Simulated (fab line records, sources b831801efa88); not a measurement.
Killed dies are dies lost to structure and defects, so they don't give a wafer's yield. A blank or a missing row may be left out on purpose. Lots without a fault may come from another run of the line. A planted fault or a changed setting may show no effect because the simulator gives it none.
Which tool did it? | flow gf180mcu | 7 lots, 21 wafers sampled, at 2 steps of a route of 602

WHAT THE GAUGES READ, wafer by wafer
GF_V2_RS_MEAS_24: measures by four-point-probe.
lot  | measured     | on            | V2_W_RS (ohm/sq)
L398 | day 21 13:35 | film_metro-02 | 0.334 0.320 0.321
L401 | day 22 19:10 | film_metro-02 | 0.331 0.322 0.329
L405 | day 23 22:57 | film_metro-01 | 0.333 0.319 0.330
L411 | day 25 20:50 | film_metro-04 | 0.321 0.333 0.322
L413 | day 26 08:15 | film_metro-04 | 0.313 0.315 0.315
L415 | day 27 00:09 | film_metro-01 | 0.319 0.323 0.317
L418 | day 27 20:46 | film_metro-04 | 0.313 0.313 0.312

WHICH TOOL RAN EACH LOT (tool, then ch and the chambers of the sampled wafers, then the start)
lot  | GF_V2_CVD_23
L398 | cvd_w-01 ch 0,1, day 21 13:29
L401 | cvd_w-01 ch 0,1, day 22 19:03
L405 | cvd_w-01 ch 0,1, day 23 22:49
L411 | cvd_w-02 ch 0,1, day 25 20:42
L413 | cvd_w-02 ch 0, day 26 08:08
L415 | cvd_w-02 ch 0, day 27 00:01
L418 | cvd_w-02 ch 0, day 27 20:33
- GF_V2_CVD_23: deposits W, target thk 350 nm, time 104.94 s.

THE ANSWER, worked out from the rows above alone
Rule: what is usual is taken from the lots themselves. Put in order of their means at a reading, lots are off if they are a third of the lots or fewer, leave a main group of 4 or more, and stand apart from it by a gap of 3 or more times the standard deviation of the main group's means; of several such gaps the widest counts. A main group whose means are all the same, to the digits that the tables above print for the reading, isn't used. A lot without any number at a reading at which 4 lots or more have one is off too. The other lots that the step has rows for count as sound.
No lot is off at any reading shown: from this, nothing can be told.

WHAT THE SIMULATOR HAD PUT IN
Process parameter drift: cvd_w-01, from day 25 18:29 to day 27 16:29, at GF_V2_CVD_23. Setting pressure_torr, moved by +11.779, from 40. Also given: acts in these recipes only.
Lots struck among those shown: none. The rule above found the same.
